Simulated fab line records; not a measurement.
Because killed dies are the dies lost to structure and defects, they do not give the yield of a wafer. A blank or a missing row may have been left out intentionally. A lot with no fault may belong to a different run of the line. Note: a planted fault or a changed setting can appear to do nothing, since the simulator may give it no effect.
Which of the tools did it?	flow gf180mcu	13 lots with 38 wafers sampled at 6 steps, on a route of 602 steps

## WHAT THE GAUGES READ, wafer by wafer
GF_CONTACT_RS_MEAS_25: the measuring method here is four-point-probe.
lot	measured	on	CONTACT_W_RS (ohm/sq)
L534	day 16 01:23	filmMetro-03	0.381 0.381
L535	day 16 06:53	filmMetro-04	0.380 0.392 0.385
L537	day 16 20:54	filmMetro-04	44.106 44.773 44.101
L538	day 17 10:25	filmMetro-01	45.341 43.892 43.903
L539	day 17 17:10	filmMetro-01	43.206 43.521 44.129
L546	day 20 16:23	filmMetro-01	0.390 0.390 0.393
L547	day 20 18:34	filmMetro-04	0.386 0.390 0.388
L548	day 21 05:21	filmMetro-01	0.380 0.383 0.380
L550	day 21 21:23	filmMetro-04	0.383 0.386 0.386
L551	day 22 04:52	filmMetro-01	0.381 0.380 0.384
L552	day 22 08:20	filmMetro-04	0.388 0.385 0.383
L554	day 23 08:08	filmMetro-03	0.390 0.380 0.390
L557	day 24 10:48	filmMetro-04	0.383 0.379 0.377

GF_CONTACT_THK_MEAS_26: measures by xrf.
lot	measured	on	CONTACT_W_THK (nm)
L534	day 16 01:29	filmMetro-03	315 313
L535	day 16 06:59	filmMetro-04	302 296 301
L537	day 16 21:01	filmMetro-04	<0 <0 <0
L538	day 17 10:32	filmMetro-01	<0 <0 <0
L539	day 17 17:17	filmMetro-01	<0 <0 <0
L546	day 20 16:29	filmMetro-01	301 302 301
L547	day 20 18:41	filmMetro-04	301 299 299
L548	day 21 05:27	filmMetro-01	312 309 313
L550	day 21 21:30	filmMetro-04	303 303 302
L551	day 22 04:57	filmMetro-01	309 310 308
L552	day 22 08:27	filmMetro-04	296 300 302
L554	day 23 08:14	filmMetro-03	303 311 303
L557	day 24 10:55	filmMetro-04	302 305 307

GF_M1_OVL_MEAS_15.
lot	measured	on	M1_OVL (nm)
L534	day 17 00:14	overlay-02	-3 -2
L535	day 17 05:16	overlay-01	2 -1 -3
L546	day 21 17:03	overlay-01	-5 3 -4
L547	day 21 19:50	overlay-01	-3 2 0
L548	day 22 04:53	overlay-01	-6 -16 -9
L550	day 22 22:01	overlay-01	-18 -8 -17
L551	day 23 04:47	overlay-02	2 -8 1
L552	day 23 07:44	overlay-02	-2 1 2
L554	day 24 07:33	overlay-01	-5 -8 -3
L557	day 25 09:04	overlay-02	-3 -2 -6

GF_V1_THK_MEAS_01.
lot	measured	on	V1_CVD_00_THK (nm)
L534	day 17 01:01	filmMetro-02	612 610
L535	day 17 06:04	filmMetro-02	607 611 610
L546	day 21 17:50	filmMetro-02	597 594 603
L547	day 21 20:38	filmMetro-02	597 607 595
L548	day 22 05:39	filmMetro-02	603 603 597
L550	day 22 22:47	filmMetro-03	596 597 598
L551	day 23 05:34	filmMetro-02	600 607 602
L552	day 23 08:41	filmMetro-04	605 594 605
L554	day 24 08:28	filmMetro-02	601 597 601
L557	day 25 09:50	filmMetro-02	604 597 602

## WHICH TOOL RAN EACH LOT (tool, then ch and the chambers of the sampled wafers, then the start)
lot	GF_SALICIDE_RTA_06	GF_CONTACT_CVD_24
L534	rtpAnneal-02 ch 0, day 15 02:38	cvdW-01 ch 0, day 16 01:16
L535	rtpAnneal-01 ch 0, day 15 07:53	cvdW-02 ch 0,1, day 16 06:47
L537	rtpAnneal-01 ch 0, day 15 22:07	cvdW-01 ch 0,1, day 16 20:48
L538	rtpAnneal-01 ch 0, day 16 10:38	cvdW-02 ch 0, day 17 10:18
L539	rtpAnneal-02 ch 0, day 16 18:10	cvdW-02 ch 0,1, day 17 17:03
L546	rtpAnneal-01 ch 0, day 19 14:15	cvdW-02 ch 0,1, day 20 16:17
L547	rtpAnneal-01 ch 0, day 19 16:56	cvdW-02 ch 0,1, day 20 18:27
L548	rtpAnneal-02 ch 0, day 20 04:32	cvdW-02 ch 0,1, day 21 05:15
L550	rtpAnneal-01 ch 0, day 20 19:21	cvdW-02 ch 0,1, day 21 21:16
L551	rtpAnneal-01 ch 0, day 21 03:15	cvdW-01 ch 0,1, day 22 04:44
L552	rtpAnneal-01 ch 0, day 21 06:40	cvdW-02 ch 0,1, day 22 08:13
L554	rtpAnneal-02 ch 0, day 22 06:38	cvdW-01 ch 0,1, day 23 08:02
L557	rtpAnneal-02 ch 0, day 23 10:19	cvdW-01 ch 0,1, day 24 10:42
- GF_SALICIDE_RTA_06: time 30 s.
- GF_CONTACT_CVD_24: deposits W, target thk 300 nm, time 90.339 s.

## WHAT THE TOOLS THEMSELVES READ (means of the sampled wafers that have a number; where no wafer has one, the mark that the record gives instead)
GF_SALICIDE_RTA_06.
lot	tool	lampPowerPct (%)	wafer_temp_C_max
L534	rtpAnneal-02	6.3	534.0
L535	rtpAnneal-01	7.2	532.5
L537	rtpAnneal-01	7.2	532.4
L538	rtpAnneal-01	7.2	532.2
L539	rtpAnneal-02	6.3	533.5
L546	rtpAnneal-01	7.2	532.5
L547	rtpAnneal-01	7.2	532.3
L548	rtpAnneal-02	6.3	532.9
L550	rtpAnneal-01	7.2	532.1
L551	rtpAnneal-01	7.2	532.2
L552	rtpAnneal-01	7.2	531.8
L554	rtpAnneal-02	6.4	533.6
L557	rtpAnneal-02	6.3	533.7

GF_CONTACT_CVD_24.
lot	tool	chamberPressureTorr (Torr)	heaterPowerOuterW (W)	heaterPowerW (W)
L534	cvdW-01	40.06	539	855
L535	cvdW-02	40.05	558	877
L537	cvdW-01	-	-	-
L538	cvdW-02	-	-	-
L539	cvdW-02	-	-	-
L546	cvdW-02	40.09	574	880
L547	cvdW-02	40.05	567	878
L548	cvdW-02	40.00	563	900
L550	cvdW-02	39.95	567	887
L551	cvdW-01	39.98	472	749
L552	cvdW-02	40.06	567	882
L554	cvdW-01	40.08	508	813
L557	cvdW-01	39.96	477	765

## THE ANSWER, worked out from the rows above alone
Rule: the lots themselves supply what counts as usual. The widest of any qualifying gaps counts: lots, ordered by their means at a reading, are off when they make up no more than a third of the lots, leave a main group of 4 or more, and stand apart from it by 3 or more times the standard deviation of that group's means. A main group is skipped when, at the precision printed for the reading in the tables above, its means are all equal. A lot without any number at a reading at which 4 lots or more have one is off too. All remaining lots with rows at the step are treated as sound. First the gauges in route order, then the tools' own readings, where a lot's mean is used as printed above. At the first step where some lot is off, the reading lying furthest off is the one used; lots without a number count as furthest.
Off: at GF_CONTACT_RS_MEAS_25 (CONTACT_W_RS), L537, L538, L539. The main group has a mean of 0.385 ohm/sq with a standard deviation of 0.0034.
A tool fits if, at a process step before that reading, it ran every lot that is off, and no sound lot after the first of them. The gauges at GF_CONTACT_RS_MEAS_25 aren't tried: what is off there is off at GF_CONTACT_CVD_24 too, on other tools, and a gauge's error can't cause that. Of those tried, none fits.

## WHAT HAD BEEN PUT IN BY THE SIMULATOR
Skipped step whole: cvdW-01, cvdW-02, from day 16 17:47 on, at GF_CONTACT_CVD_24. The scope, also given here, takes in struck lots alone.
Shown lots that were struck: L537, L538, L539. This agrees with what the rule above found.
